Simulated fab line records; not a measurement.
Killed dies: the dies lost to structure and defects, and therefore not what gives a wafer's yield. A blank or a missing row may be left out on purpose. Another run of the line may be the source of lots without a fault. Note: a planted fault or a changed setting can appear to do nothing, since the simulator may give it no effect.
Which tool did it?    flow gf180mcu    13 lots with 39 wafers sampled at 5 steps, on a route of 602 steps

== WHAT THE GAUGES SHOWED, per wafer ==
GF_HV_LDD_TW_MEAS_23. Usual: for HV_LDD_2_TW the level is 1067 and the standard deviation is 15.
lot   measured      on             HV_LDD_2_TW     flag
L887  day 10 18:19  film_metro-03  1086 1086 1088  
L888  day 11 01:35  film_metro-02  1045 1049 1045  
L889  day 11 10:54  film_metro-03  1079 1077 1080  
L890  day 11 13:29  film_metro-03  1077 1072 1082  
L891  day 12 01:36  film_metro-03  1089 1086 1090  
L896  day 13 15:17  film_metro-02  1046 1042 1046  
L898  day 14 06:26  film_metro-01  1070 1064 1072  
L902  day 15 09:26  film_metro-03  1084 1080 1085  
L901  day 15 12:21  film_metro-01  1069 1061 1063  
L903  day 15 17:59  film_metro-03  1078 1078 1086  
L906  day 16 17:27  film_metro-01  1070 1070 1060  
L908  day 17 09:38  film_metro-03  1081 1079 1073  
L910  day 17 22:41  film_metro-03  1080 1077 1071  

GF_PSD_OVL_MEAS_08. Usual: for PSD_OVL the level is 0.3 nm and the standard deviation is 1.3.
lot   measured      on          PSD_OVL (nm)       flag
L887  day 14 03:58  overlay-01  1.7 2.3 2.2        
L888  day 14 11:40  overlay-01  -0.6 -0.2 0.5      
L889  day 14 23:10  overlay-02  -0.4 0.4 0.6       
L890  day 15 02:25  overlay-02  0.8 1.7 1.5        
L891  day 15 14:58  overlay-01  -0.6 -1.7 -1.3     
L896  day 17 11:33  overlay-02  158.2 160.2 159.0  OFF
L898  day 18 03:00  overlay-01  158.1 158.1 156.5  OFF
L902  day 19 10:07  overlay-02  0.7 -0.4 1.8       
L901  day 19 13:24  overlay-01  154.6 155.7 154.5  OFF
L903  day 19 20:11  overlay-02  0.0 0.2 -1.1       
L906  day 20 20:33  overlay-02  1.6 1.6 0.6        
L908  day 21 13:38  overlay-02  2.7 1.9 0.8        
L910  day 22 01:29  overlay-02  -2.0 -0.3 -1.6     

GF_SAB_CD_MEAS_09: the cd target is 420 nm. Usual: cd_nm 420.1 nm, standard deviation 2.2.
lot   measured      on         cd_nm (nm)         flag
L887  day 15 01:31  cd_sem-02  420.8 421.1 423.1  
L888  day 15 09:55  cd_sem-01  421.5 422.0 421.9  
L889  day 15 21:04  cd_sem-02  419.1 419.4 421.2  
L890  day 16 01:49  cd_sem-02  419.2 415.9 418.3  
L891  day 16 13:22  cd_sem-02  421.6 422.5 422.2  
L896  day 18 11:50  cd_sem-01  416.9 419.6 419.4  
L898  day 19 04:22  cd_sem-01  420.4 420.7 419.6  
L902  day 20 10:56  cd_sem-02  420.5 419.1 420.4  
L901  day 20 14:23  cd_sem-02  425.3 423.3 424.9  
L903  day 20 20:40  cd_sem-02  423.1 424.3 422.8  
L906  day 21 20:54  cd_sem-01  422.3 423.5 420.5  
L908  day 22 13:20  cd_sem-02  421.0 422.5 422.4  
L910  day 23 01:31  cd_sem-02  417.8 416.5 417.3  

== WHICH TOOL RAN EACH LOT (tool, then ch and the chambers of the sampled wafers, then the start) ==
lot   GF_HV_LDD_STRIP_37                    GF_PSD_EXPOSE_04
L887  plasma_asher-02 ch 0,1, day 11 12:59  iline_stepper-01 ch 0, day 13 18:08
L888  plasma_asher-02 ch 0,1, day 11 20:48  iline_stepper-01 ch 0, day 14 01:32
L889  plasma_asher-04 ch 0,1, day 12 06:32  iline_stepper-01 ch 0, day 14 12:28
L890  plasma_asher-02 ch 0,1, day 12 09:11  iline_stepper-02 ch 0, day 14 16:08
L891  plasma_asher-02 ch 0,1, day 12 21:32  iline_stepper-01 ch 0, day 15 03:42
L896  plasma_asher-01 ch 0,1, day 14 12:14  iline_stepper-02 ch 0, day 16 23:46
L898  plasma_asher-02 ch 0,1, day 15 03:41  iline_stepper-02 ch 0, day 17 15:22
L902  plasma_asher-04 ch 0,1, day 16 08:17  iline_stepper-01 ch 0, day 18 22:14
L901  plasma_asher-02 ch 0,1, day 16 10:43  iline_stepper-02 ch 0, day 19 01:08
L903  plasma_asher-02 ch 0,1, day 16 17:08  iline_stepper-01 ch 0, day 19 07:41
L906  plasma_asher-02 ch 0, day 17 17:23    iline_stepper-01 ch 0, day 20 08:52
L908  plasma_asher-02 ch 0,1, day 18 09:32  iline_stepper-01 ch 0, day 21 01:36
L910  plasma_asher-04 ch 0,1, day 18 22:23  iline_stepper-01 ch 0, day 21 14:14
- GF_HV_LDD_STRIP_37: strips in O2/N2.
- GF_PSD_EXPOSE_04: exposes mask Pplus, target cd 400 nm.

== AS READ BY THE TOOLS THEMSELVES (means over the sampled wafers that have a number; for cases with no such wafer, the mark the record gives instead) ==
GF_HV_LDD_STRIP_37. Usual: drypump_motor_current_A 5.8 A, standard deviation 0.32; heater_power_w 354 W, standard deviation 42; oes_product_au 0.715 a.u., standard deviation 0.0049; strip_time_to_endpoint_s 12.65 s, standard deviation 0.03.
lot   tool             drypump_motor_current_A (A)  heater_power_w (W)  oes_product_au (a.u.)  strip_time_to_endpoint_s (s)  flag
L887  plasma_asher-02  5.9                          340                 0.713                  12.66                         
L888  plasma_asher-02  5.9                          342                 0.719                  12.66                         
L889  plasma_asher-04  5.4                          407                 0.714                  12.65                         
L890  plasma_asher-02  5.7                          329                 0.718                  12.65                         
L891  plasma_asher-02  5.9                          336                 0.720                  12.69                         
L896  plasma_asher-01  6.2                          341                 0.717                  12.70                         
L898  plasma_asher-02  5.7                          329                 0.719                  12.67                         
L902  plasma_asher-04  5.6                          400                 0.712                  12.64                         
L901  plasma_asher-02  5.7                          324                 0.715                  12.65                         
L903  plasma_asher-02  5.7                          325                 0.713                  12.64                         
L906  plasma_asher-02  5.6                          315                 0.717                  12.62                         
L908  plasma_asher-02  5.7                          323                 0.714                  12.62                         
L910  plasma_asher-04  5.5                          396                 0.716                  12.58                         

== THE ANSWER, worked out from the rows above alone ==
Rule: lot off if the mean of its wafers having a number is beyond 3 standard deviations from the usual mean. A lot without any number at a reading at which 4 lots or more have one is off too. The other lots that the step has rows for count as sound. The gauges are gone through in route order, then the tools' own readings, and for those a lot's mean is taken as printed above. The first step at which some lot is off is used, and at that step the reading that is off furthest; a lot without a number counts as furthest.
Off: L896, L898, L901, at GF_PSD_OVL_MEAS_08 (PSD_OVL).
A tool fits if, at a process step before that reading, it ran every lot that is off, and no sound lot after the first of them. Those tools and the gauges at GF_PSD_OVL_MEAS_08 are tried in the same way. One fits: GF_PSD_EXPOSE_04 on iline_stepper-02. A fault onset in the window from L890 (day 14 16:08, its last sound lot) to L896 (day 16 23:46, its first lot off) fits.

== WHAT THE SIMULATOR HAD INSERTED ==
Scanner matching overlay: iline_stepper-02, from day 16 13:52 on, at GF_PSD_EXPOSE_04. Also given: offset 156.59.
Struck lots among those shown: L896, L898, L901. Same finding as the rule above.
